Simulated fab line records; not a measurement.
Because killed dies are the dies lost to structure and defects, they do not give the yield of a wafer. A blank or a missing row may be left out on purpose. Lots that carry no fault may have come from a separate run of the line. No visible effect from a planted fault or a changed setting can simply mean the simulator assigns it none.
Chamber matching -- flow gf180mcu -- GF_V4_CMP_26 on cmp-02: 4 sister chambers
The step polishes, stops on SiO2, t overpolish 15 s, target thk 0 nm. 16 wafers are shown with their chamber, then 8 later ones without.

WAFERS, EACH WITH ITS CHAMBER
wafer,chamber,motor-current-A (A),platen-rpm (rpm),time-to-endpoint-s (s)
L627.2,2,12.4,60.01,87.4
L627.5,1,12.6,59.99,93.0
L627.6,2,12.0,60.04,87.7
L629.1,2,13.0,59.97,85.6
L629.2,1,12.8,59.94,86.9
L629.4,0,11.1,59.95,84.5
L630.1,3,8.8,60.04,85.7
L630.3,0,11.4,60.04,83.7
L630.6,3,8.4,60.06,87.6
L631.2,0,11.4,60.04,87.5
L631.3,3,8.9,60.04,86.3
L631.5,3,8.8,60.11,84.7
L632.1,2,12.7,60.00,89.2
L632.3,0,11.4,60.00,88.5
L632.4,1,12.1,59.96,88.6
L634.1,3,8.9,60.14,87.3

SIGNATURES (means of the wafers above)
reading,chamber 0,chamber 1,chamber 2,chamber 3,scatter within a chamber
motor-current-A,11.325,12.500,12.525,8.760,0.295
platen-rpm,60.0075,59.9633,60.0050,60.0780,0.038
time-to-endpoint-s,86.050,89.500,87.475,86.320,2
Rule: for a wafer and a chamber, the distance is found by dividing, reading by reading, the gap between the wafer's reading and the chamber's mean by the reading's scatter, squaring, summing and taking the root. If the next closest chamber is less than 2 further off than the closest, the wafer can't be placed; otherwise it belongs to the closest. How the scatter is found: for the shown wafers, subtract from each reading the mean of its chamber, square and add these, divide the total by (wafers less chambers), then take the root.

WAFERS WITH NO CHAMBER GIVEN
wafer,motor-current-A (A),platen-rpm (rpm),time-to-endpoint-s (s)
L634.2,12.1,60.02,89.2
L634.6,12.6,60.04,89.0
L639.1,8.1,59.95,89.6
L639.5,8.3,59.96,85.4
L639.6,10.9,59.99,86.5
L647.1,10.6,60.00,87.2
L647.5,11.8,60.03,89.0
L647.6,10.9,60.11,86.2

THE CHAMBER EACH PASSED THROUGH
wafer,from the rows above,in truth
L634.2,can't be placed: 2 or 1 or 0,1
L634.6,can't be placed: 2 or 1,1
L639.1,3,3
L639.5,3,3
L639.6,0,0
L647.1,0,0
L647.5,can't be placed: 0 or 2 or 1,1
L647.6,0,0
Placed correctly: 5 of 8. Can't be placed from these rows: 3 (the true chamber is among the candidates in 3). Wrongly placed: 0.
